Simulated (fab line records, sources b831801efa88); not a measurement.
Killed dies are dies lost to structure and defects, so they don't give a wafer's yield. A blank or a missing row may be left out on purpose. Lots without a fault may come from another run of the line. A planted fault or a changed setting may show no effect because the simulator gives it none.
fab line records | flow sky130
record lots=5 wafers=14 last_day=50
route steps=708 shown NWELL@76 PWDE@84 VT_ADJUST_HVTP@85 PAD_OPEN@708
lots that met no fault: from a run of the same line without faults
start_h: hours from the record's first day to the start of the lot's first wafer shown | wait_h: hours since the lot's step before | " the same as in the row above | L1.1+2: a row that stands for several wafers | - no value, or no start given | * or withheld: withheld | < > ~ a bound
route shown NAME@n: a module of which the file shows steps, and the number in the route of the first | usual: mean/standard deviation of fault-free wafers | same: alike in all rows | chamber/n: place in a boat | sites: the reading at each site | _std_site: their standard deviation | _edge_site: outer sites' mean less inner sites' | radius_mm: how far each site lies from the wafer's centre | mask NAME#n: copy n | behind: the tool/chamber that last shaped the wafer | hold: why the lot was held/for how many hours/how that ended | device: the transistor (n, p or np) that didn't switch | end of line: the same wafers' tests at the end of the route | a step without rows: its recipe alone | killed: dies lost to structure and defects at the first sort, not the wafer's yield | map: a wafer's dies, x killed, . not, _ none there
set.NAME: the setting as run; set.NAME@STEP: as run at that earlier step | model.NAME: the simulator's own value behind a step, which no gauge read
lots at some steps of the route; a table a step, a row a wafer
services: from which hour (start_h, from the record's first day; less than 0 if before it) a tool's chamber was out of use, for how many hours, and why
## steps
# step SKY_NWELL_OVL_MEAS_23
# usual NWELL_01_OVL=1.4/1.4
# columns lot.wafer tool chamber start_h wait_h NWELL_01_OVL[nm]
L776.1 overlay-02 - 117.15 - 0.8
L776.2 " - " " 1.7
L776.5 " - " " 1.2
L777.2 overlay-02 - 120.66 - 3.3
L777.3 " - " " 4.9
L777.5 " - " " 1.8
L787.1 overlay-01 - 186.05 - 1.2
L787.3 " - " " 2.3
L794.3 overlay-01 - 227.20 - 3.2
L794.5 " - " " 1.2
L794.6 " - " " 2.1
L796.1 overlay-02 - 240.94 - 2.3
L796.3 " - " " 1.6
L796.5 " - " " 0.9
# step SKY_NWELL_IMPLANT_24
# recipe species=B energy_kev=140 dose_cm2=9.2e+12 tilt_deg=withheld
# step SKY_NWELL_STRIP_25
# recipe chemistry=O2/N2 power_w=1400 pressure_mtorr=1500 platen_temp_c=withheld o2_flow_sccm=3000 n2_flow_sccm=300 overash_fraction=0.5
# usual drypump_motor_current_A=5.8/0.41 n2_flow_sccm=300.2/0.74 oes_product_au=0.721/0.0048 strip_time_to_endpoint_s=37.05/0.11
# columns lot.wafer tool chamber start_h wait_h drypump_motor_current_A n2_flow_sccm oes_product_au rf_hours_counter_h strip_time_to_endpoint_s
L776.1 plasma_asher-02 1 117.34 0.1 6.0 300.3 0.721 46 37.19
L776.2 " 0 " " 5.9 303.1 0.721 46 37.19
L776.5 " 1 " " 6.0 299.4 0.715 - 37.19
L777.2 plasma_asher-03 0 120.84 0.1 6.5 298.7 0.721 44 37.08
L777.3 " 0 " " 6.5 299.3 0.730 - 36.95
L777.5 " 1 " " 5.9 299.9 0.719 - 37.01
L787.1 plasma_asher-02 1 186.24 0.1 6.0 300.3 0.710 52 37.20
L787.3 " 1 " " 6.0 299.5 0.721 - 36.97
L794.3 plasma_asher-02 1 227.41 0.1 6.0 299.9 0.718 - 37.13
L794.5 " 0 " " 5.9 300.4 0.720 - 37.12
L794.6 " 1 " " 6.0 300.5 0.718 - 37.08
L796.1 plasma_asher-02 1 241.13 0.1 6.0 299.9 0.721 58 36.90
L796.3 " 0 " " 5.9 301.1 0.719 - 36.90
L796.5 " 1 " " 6.0 299.5 0.717 - 36.81
# step SKY_NWELL_TW_MEAS_26
# usual NWELL_2_TW=500/5.8
# columns lot.wafer tool chamber start_h wait_h NWELL_2_TW
L776.1 film_metro-02 - 117.44 0.1 492
L776.2 " - " " 494
L776.5 " - " " 495
L777.2 film_metro-01 - 120.95 0.1 505
L777.3 " - " " 502
L777.5 " - " " 505
L787.1 film_metro-01 - 186.34 0.1 500
L787.3 " - " " 497
L794.3 film_metro-03 - 227.50 0.1 505
L794.5 " - " " 505
L794.6 " - " " 506
L796.1 film_metro-03 - 241.23 0.1 504
L796.3 " - " " 503
L796.5 " - " " 504
# step SKY_NWELL_CLEAN_27
# recipe chemistry=SC1/SC2 mix=1:4:20 temp_c=70 time_s=150 dry=n2_spin
# step SKY_NWELL_RTA_28
# recipe temp_c=1050 time_s=30 idle_temp_c=650 ramp_up_c_per_s=150 ramp_down_c_per_s=90 ambient=N2
# usual lamp_power_pct=25.30/0.053 wafer_temp_C_max=1054.9/0.95
# columns lot.wafer tool chamber start_h wait_h lamp_power_pct wafer_temp_C_max
L776.1 rtp_anneal-02 0 117.55 0.0 25.31 1054.4
L776.2 " 0 " " 25.28 1056.1
L776.5 " 0 " " 25.40 1054.6
L777.2 rtp_anneal-01 0 121.07 0.0 25.30 1055.7
L777.3 " 0 " " 25.31 1053.3
L777.5 " 0 " " 25.33 1054.8
L787.1 rtp_anneal-02 0 186.45 0.0 25.44 1054.5
L787.3 " 0 " " 25.36 1055.6
L794.3 rtp_anneal-01 0 227.62 0.0 25.35 1053.5
L794.5 " 0 " " 25.35 1054.7
L794.6 " 0 " " 25.24 1056.3
L796.1 rtp_anneal-02 0 241.34 0.0 25.37 1055.0
L796.3 " 0 " " 25.29 1054.3
L796.5 " 0 " " 25.34 1055.3
# step SKY_NWELL_RS_MEAS_29
# recipe thk_meas_gauge=four-point-probe
# usual NWELL_RS=624.4/1.5
# columns lot.wafer tool chamber start_h wait_h NWELL_RS[ohm/sq]
L776.1 film_metro-03 - 117.65 0.1 624.2
L776.2 " - " " 626.5
L776.5 " - " " 625.4
L777.2 film_metro-02 - 121.17 0.1 623.0
L777.3 " - " " 622.6
L777.5 " - " " 622.4
L787.1 film_metro-02 - 186.55 0.1 622.5
L787.3 " - " " 622.6
L794.3 film_metro-01 - 227.73 0.1 621.8
L794.5 " - " " 623.9
L794.6 " - " " 622.1
L796.1 film_metro-01 - 241.54 0.2 623.3
L796.3 " - " " 622.7
L796.5 " - " " 624.3
# step SKY_NWELL_RS_MEAS_31
# recipe thk_meas_gauge=four-point-probe
# usual PWDE_RS=5270/16
# columns lot.wafer tool chamber start_h wait_h PWDE_RS[ohm/sq]
L776.1 film_metro-03 - 117.89 0.1 5255
L776.2 " - " " 5258
L776.5 " - " " 5285
L777.2 film_metro-02 - 121.41 0.1 5253
L777.3 " - " " 5262
L777.5 " - " " 5246
L787.1 film_metro-02 - 186.79 0.1 5233
L787.3 " - " " 5245
L794.3 film_metro-01 - 227.97 0.1 5295
L794.5 " - " " 5290
L794.6 " - " " 5270
L796.1 film_metro-01 - 241.78 0.1 5288
L796.3 " - " " 5286
L796.5 " - " " 5280
# step SKY_VT_ADJUST_HVTP_DEHYDRATE_00
# recipe temp_c=200 time_s=60
# step SKY_VT_ADJUST_HVTP_HMDS_01
# recipe prime_time_s=60 prime_temp_c=120
# step SKY_VT_ADJUST_HVTP_COAT_02
# recipe resist=NOVOLAK spin_rpm=3000 resist_thk_nm=1140
# step SKY_VT_ADJUST_HVTP_SOFTBAKE_03
# recipe temp_c=90 time_s=60 resist=NOVOLAK
# usual plate_temp_C=90.01/0.15 run_length_s=89.1/0.37
# columns lot.wafer tool chamber start_h wait_h plate_temp_C run_length_s
L776.1 litho_track-04 0 126.94 0.1 90.03 89.4
L776.2 " 0 " " 89.92 89.7
L776.5 " 0 " " 89.75 89.4
L777.2 litho_track-01 0 130.78 0.1 90.26 88.7
L777.3 " 0 " " 90.09 88.8
L777.5 " 0 " " 89.96 88.7
L787.1 litho_track-04 0 197.54 0.1 89.97 106.0
L787.3 " 0 " " 89.84 89.8
L794.3 litho_track-01 0 239.35 0.1 90.19 88.6
L794.5 " 0 " " 90.21 88.7
L794.6 " 0 " " 90.06 88.7
L796.1 litho_track-04 0 253.39 0.1 90.02 89.4
L796.3 " 0 " " 90.04 89.5
L796.5 " 0 " " 89.84 89.6
# step SKY_VT_ADJUST_HVTP_EXPOSE_04
# recipe mask_id=HVTPM na=0.6 source_shape=conventional sigma_outer=0.6 polarization=unpolarized target_cd_nm=380 dose_mj=140
# step SKY_PAD_OPEN_PROBE_99
# usual killed_at_M0_to_M3=44/7 killed_at_M4_up=3.2/1.8 killed_at_contacts=24/5.1 killed_at_front_end=15/4.3 killed_at_other=0.3/0.5 killed_dies=86/9.6 killed_open=48/7.1 killed_short=38/6.7
# same gross_dies=492 killed_at_back_side=0
# columns lot.wafer tool chamber start_h wait_h killed_at_M0_to_M3 killed_at_M4_up killed_at_contacts killed_at_front_end killed_at_other killed_dies killed_open killed_short
L776.1 prober-01 - 1091.74 0.1 52 5 27 12 0 96 61 35
L776.2 prober-01 - 1091.79 0.1 70 2 18 13 0 103 68 35
L776.5 prober-01 - 1091.94 0.2 49 1 25 15 0 90 45 45
L777.2 prober-02 - 1093.07 0.1 56 0 21 12 0 89 49 40
L777.3 prober-02 - 1093.12 0.2 39 1 13 8 0 61 30 31
L777.5 prober-02 - 1093.22 0.2 58 2 24 16 1 101 63 38
L787.1 prober-02 - 1159.36 0.1 39 2 30 17 0 88 46 42
L787.3 prober-02 - 1159.46 0.2 35 4 25 12 0 76 46 30
L794.3 prober-01 - 1186.60 0.2 32 4 37 18 0 91 52 39
L794.5 prober-01 - 1186.70 0.2 37 4 27 8 1 77 43 34
L794.6 prober-01 - 1186.75 0.2 51 1 24 13 0 89 48 41
L796.1 prober-01 - 1199.27 0.1 47 2 26 17 0 92 48 44
L796.3 prober-01 - 1199.37 0.2 39 4 29 15 1 88 35 52
L796.5 prober-01 - 1199.47 0.2 55 5 26 9 0 95 44 50
# killed by level:class
L776.1 CONTACT:geometric_particle:open=13 VIA1:geometric_particle:open=13 VIA1:geometric_particle:short=12 VIA3:geometric_particle:open=9 VIA2:geometric_particle:open=8 LI_CONTACT:geometric_particle:open=7 FIELD_ISO:geometric_particle:open=4 METAL4:geometric_particle:short=3
L776.2 VIA1:geometric_particle:open=16 VIA3:geometric_particle:open=14 VIA2:geometric_particle:open=13 CONTACT:geometric_particle:open=8 METAL1:geometric_particle:short=8 METAL2:geometric_particle:short=5 FIELD_ISO:geometric_particle:short=4 FIELD_ISO:geometric_particle:open=4
L776.5 CONTACT:geometric_particle:open=9 LI_CONTACT:geometric_particle:open=7 METAL1:geometric_particle:short=6 VIA2:geometric_particle:open=6 VIA1:geometric_particle:short=6 VIA1:geometric_particle:open=6 METAL2:geometric_particle:short=6 LOCAL_INTERCONNECT:geometric_particle:short=5
L777.2 VIA1:geometric_particle:open=10 CONTACT:geometric_particle:open=10 VIA3:geometric_particle:open=10 METAL2:geometric_particle:short=8 VIA2:geometric_particle:open=7 VIA1:geometric_particle:short=6 CONTACT:geometric_particle:short=5 LI_CONTACT:geometric_particle:short=4
L777.3 VIA1:geometric_particle:open=8 VIA2:geometric_particle:open=8 VIA1:geometric_particle:short=7 CONTACT:geometric_particle:open=4 METAL2:geometric_particle:short=4 POLY_GATE:geometric_particle:short=3 LI_CONTACT:geometric_particle:short=3 LI_CONTACT:geometric_particle:open=3
L777.5 VIA1:geometric_particle:open=13 CONTACT:geometric_particle:open=10 VIA2:geometric_particle:open=9 VIA3:geometric_particle:open=9 VIA1:geometric_particle:short=7 POLY_GATE:geometric_particle:open=6 LI_CONTACT:geometric_particle:open=6 METAL3:geometric_particle:short=6
L787.1 VIA1:geometric_particle:open=9 LI_CONTACT:geometric_particle:open=9 LI_CONTACT:geometric_particle:short=6 CONTACT:geometric_particle:open=6 FIELD_ISO:geometric_particle:open=5 METAL2:geometric_particle:short=5 POLY_GATE:geometric_particle:open=5 VIA1:geometric_particle:short=5
L787.3 LI_CONTACT:geometric_particle:open=9 VIA1:geometric_particle:open=8 CONTACT:geometric_particle:open=7 METAL1:geometric_particle:short=5 METAL2:geometric_particle:short=5 VIA2:geometric_particle:open=5 VIA3:geometric_particle:open=5 POLY_GATE:geometric_particle:open=4
L794.3 LI_CONTACT:geometric_particle:open=13 CONTACT:geometric_particle:open=8 VIA1:geometric_particle:open=8 LOCAL_INTERCONNECT:geometric_particle:short=7 VIA3:geometric_particle:open=7 CONTACT:geometric_particle:short=6 FIELD_ISO:geometric_particle:open=4 POLY_GATE:geometric_particle:open=4
L794.5 VIA1:geometric_particle:open=11 LI_CONTACT:geometric_particle:open=8 CONTACT:geometric_particle:open=8 METAL2:geometric_particle:short=8 LOCAL_INTERCONNECT:geometric_particle:short=5 VIA2:geometric_particle:open=4 VIA3:geometric_particle:open=4 METAL4:geometric_particle:short=4
L794.6 VIA2:geometric_particle:open=11 CONTACT:geometric_particle:open=8 VIA1:geometric_particle:open=7 VIA3:geometric_particle:open=7 CONTACT:geometric_particle:short=6 VIA2:geometric_particle:short=6 LOCAL_INTERCONNECT:geometric_particle:short=5 METAL2:geometric_particle:short=5
L796.1 CONTACT:geometric_particle:open=10 VIA1:geometric_particle:open=10 VIA3:geometric_particle:open=8 POLY_GATE:geometric_particle:short=7 VIA2:geometric_particle:open=6 CONTACT:geometric_particle:short=6 FIELD_ISO:geometric_particle:short=4 FIELD_ISO:geometric_particle:open=4
L796.3 METAL1:geometric_particle:short=12 CONTACT:geometric_particle:open=11 VIA1:geometric_particle:open=8 LI_CONTACT:geometric_particle:open=7 METAL2:geometric_particle:short=5 FIELD_ISO:geometric_particle:short=4 POLY_GATE:geometric_particle:short=4 SPACER:geometric_particle:short=4
L796.5 CONTACT:geometric_particle:open=8 VIA3:geometric_particle:open=8 CONTACT:geometric_particle:short=7 VIA1:geometric_particle:open=7 METAL2:geometric_particle:short=7 VIA2:geometric_particle:open=7 LI_CONTACT:geometric_particle:open=6 METAL3:geometric_particle:short=6
## services
# columns tool chamber start_h hours kind
rtp_anneal-02 - 156.88 1.0 pm
plasma_asher-03 - 191.77 4.0 repair
## key
first_sign step=SKY_VT_ADJUST_HVTP_SOFTBAKE_03 reading=run_length_s direction=up sigmas=46 usual=* struck=*
effect none on later readings
met_at SKY_VT_ADJUST_HVTP_SOFTBAKE_03
struck_wafers L787.1
tester_left_out L787
onset_between 126.94 197.54
fault kind=process_parameter_drift tool=litho_track-04 chamber=- onset_h=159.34 steps=SKY_VT_ADJUST_HVTP_SOFTBAKE_03 channel=time_s offset=* shape=step end_h=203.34 scope=struck_wafers_only acts_in=* stated=*
# tester_left_out: of these lots the tester's yield and bins aren't shown, on N5 and GAA mostly nor the transistor test; their killed dies are dies lost to structure and defects alone, not to doping, threshold or leakage, so they don't give the yield
